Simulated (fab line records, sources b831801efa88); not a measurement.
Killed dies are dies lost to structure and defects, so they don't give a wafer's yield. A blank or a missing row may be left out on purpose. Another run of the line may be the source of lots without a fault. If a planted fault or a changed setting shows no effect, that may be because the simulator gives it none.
Struck lot and sound lot, side by side | flow sky130 | 14 out of 708 route steps
Sound: wafers L700.1, L700.4, L700.5. Wafers L696.2, L696.3, L696.6 were the ones struck. The cause is named last.
At each step with rows: each side's tool, then ch and its chambers, then its first start. Under that, the readings that differ: sound wafers | struck wafers | difference of the means | sigmas: that difference in standard deviations of wafers without a fault.
alike: readings whose means differ by less than 2 such deviations, and words and numbers that are the same on both sides. not compared: withheld readings, readings that some wafer has no value for, bounds like >300 that may hide the same value, and numbers for which the record gives no deviation and whose values overlap.
A row with sigmas, a row that says differs or no value, or rows on one side alone: a step with any of these is where the two part. Non-overlapping numbers with no deviation appear without sigmas and do not part them. Lack of a reading on every wafer of one side parts them only where that side has two or more wafers.

SKY_METAL5_STRIP_16: strips in O2/N2.
  sound on plasma_asher-04 ch 0, day 49 01:02; struck on plasma_asher-01 ch 0, day 48 02:59
  alike: chamber_pressure_mTorr, drypump_motor_current_A, oes_product_au, strip_time_to_endpoint_s
  not compared: rf_hours_counter_h
then, 3 steps without rows for these wafers: SKY_METAL5_STRIP_17 (strips in post etch residue remover, time 1200 s); SKY_METAL5_CLEAN_18 (cleans in IPA, time 180 s); SKY_METAL5_CLEAN_19 (cleans in O3/DIW).
SKY_PASSIVATION_CVD_00: deposits SiO2, target thk 90 nm.
  sound on pecvd-02 ch 1,2, day 49 01:38; struck on pecvd-04 ch 0,1,2, day 48 03:46
  alike: heater_power_outer_w, heater_power_w, susceptor_temp_C
SKY_PASSIVATION_THK_MEAS_01:
  struck on film_metro-01, day 48 03:48; sound on film_metro-02, day 49 01:39
  alike: PASSIVATION_CVD_00_THK
SKY_PASSIVATION_CVD_02: deposits Si3N4, target thk 540 nm.
  sound on pecvd-04 ch 0,2, day 49 01:43; struck on pecvd-02 ch 0,1,2, day 48 03:51
  alike: heater_power_outer_w, heater_power_w, susceptor_temp_C
SKY_PASSIVATION_THK_MEAS_03:
  struck on film_metro-01, day 48 04:05; sound on film_metro-04, day 49 01:56
  reading                     | sound       | struck      | difference | sigmas
  PASSIVATION_CVD_02_THK (nm) | 548 553 552 | 535 536 537 | -15        | -2
then, 4 steps without rows for these wafers: SKY_PASSIVATION_DEHYDRATE_04 (time 60 s); SKY_PASSIVATION_HMDS_05 (prime time 60 s); SKY_PASSIVATION_COAT_06 (resist thk 3000 nm); SKY_PASSIVATION_SOFTBAKE_07.
SKY_PASSIVATION_EXPOSE_08: exposes mask NSM, target cd 3000 nm.
  struck on iline_stepper-01, day 48 13:16; sound on iline_stepper-02 ch 0, day 49 10:39
  no value came back on the struck wafers for exposure_dose_mJ_cm2, focus_offset_nm (nm); on the sound wafers exposure_dose_mJ_cm2 reads 259.81 259.76 259.80
  alike: mask
following that, these wafers have no rows for 1 step: SKY_PASSIVATION_PEB_09.

== WHERE THEY PART ==
Last at SKY_PASSIVATION_EXPOSE_08 as far as this record goes, first at SKY_PASSIVATION_THK_MEAS_03.

WHY: what the simulator had put in
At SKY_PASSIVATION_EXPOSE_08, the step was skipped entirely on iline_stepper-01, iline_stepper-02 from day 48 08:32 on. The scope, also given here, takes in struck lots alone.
